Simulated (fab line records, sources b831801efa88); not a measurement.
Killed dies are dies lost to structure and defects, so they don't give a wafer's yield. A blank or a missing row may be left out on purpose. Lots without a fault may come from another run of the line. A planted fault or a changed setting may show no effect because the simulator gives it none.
Problem report in the 8D (eight disciplines) form, filled by code | flow gf180mcu | the parts of the form that need people (team, actions taken, sign-off) are left out

1. THE PROBLEM
V3_W_RS at GF_V3_RS_MEAS_24 reads a mean of 0.395 ohm/sq on 5 wafers of 3 lots; wafers without a fault read 0.330 ohm/sq with a standard deviation of 0.0037. That is +18 standard deviations from the usual mean.
The step: measures by four-point-probe.
First seen on wafer L569.1, day 29 04:57, on film_metro-03. The record holds 33 wafers of 11 lots with a number at this step. Rule for "out", or "out of limits": more than 4 standard deviations from the usual mean. The other wafers with a number count as sound.

2. WHAT IT IS AND WHAT IT IS NOT
question                    | is                                     | is not
which readings at this step | V3_W_RS                                | -
which lots                  | L569, L570, L571                       | L551, L554, L557, L558, L560, L562, L564, L565
which wafers of those lots  | L569.1, L569.6, L570.5, L571.2, L571.5 | L569.5, L570.4, L570.6, L571.4
read on which gauges        | film_metro-01, film_metro-03           | film_metro-02
when                        | from day 29 04:57                      | up to then (25 sound wafers); but 3 sound wafers of L570, L571 came after

3. SUSPECTS, AND WHAT RULES EACH OUT
Counting: a tool at a process step up to the reading stays a suspect if it ran every lot that is out. Sound lots after the first of them don't rule it out here, since some wafers of a struck lot are sound.
- the gauge at GF_V3_RS_MEAS_24: ruled out. The wafers that are out were read on 2 gauges (film_metro-01, film_metro-03).
- cvd_w-01 at GF_V3_CVD_23 (deposits W, target thk 350 nm, time 104.9 s): kept. It ran every lot that is out, first L569 (day 29 04:50); its last sound lot up to then is L565 (day 28 06:38).
- Within cvd_w-01 at GF_V3_CVD_23: the wafers that are out ran in chamber 0; their sound lot-mates ran in chamber 1.
Left after counting: cvd_w-01 at GF_V3_CVD_23.

4. THE CAUSE (what the simulator had put in)
Process parameter drift: cvd_w-01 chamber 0, from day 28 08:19 on, at GF_V3_CVD_23. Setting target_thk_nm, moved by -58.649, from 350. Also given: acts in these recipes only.
Counting left only this tool.

5. THE CHAIN OF EFFECTS, in route order
Each row: a reading whose mean over the struck wafers that have a number lies more than 3 standard deviations from the usual. Only readings for which the record gives a usual standard deviation are gone through. hours: the time from each lot's start at the first step in this table that gives one to its start at this step, as a median over the lots. sigmas: the change in usual standard deviations.
hours | step              | reading            | usual        | on struck wafers | change | sigmas
0     | GF_V3_RS_MEAS_24  | V3_W_RS            | 0.330 ohm/sq | 0.395            | +0.065 | +18
0     | GF_V3_THK_MEAS_25 | V3_W_THK           | 344 nm       | 288              | -56    | -10
0     | GF_V3_CMP_26      | time_to_endpoint_s | 86 s         | 71               | -15    | -4.6
The process steps in it:
- GF_V3_CMP_26: polishes, stops on SiO2, t overpolish 15 s, target thk 0 nm.

6. WHAT WOULD HAVE CAUGHT IT SOONER
In this record the first reading out of limits at a measuring or inspecting step was taken at day 29 04:57, 21 hours after the fault began at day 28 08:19.
Of the tool readings at GF_V3_CVD_23 for which the record gives a usual standard deviation, none was out on any struck wafer, so an alarm limit of 4 standard deviations on them would not have fired.
Of the lots that are out (3), L570, L571 began GF_V3_CVD_23 on cvd_w-01 after day 29 04:57. A hold on the tool at that time would have spared those 2.
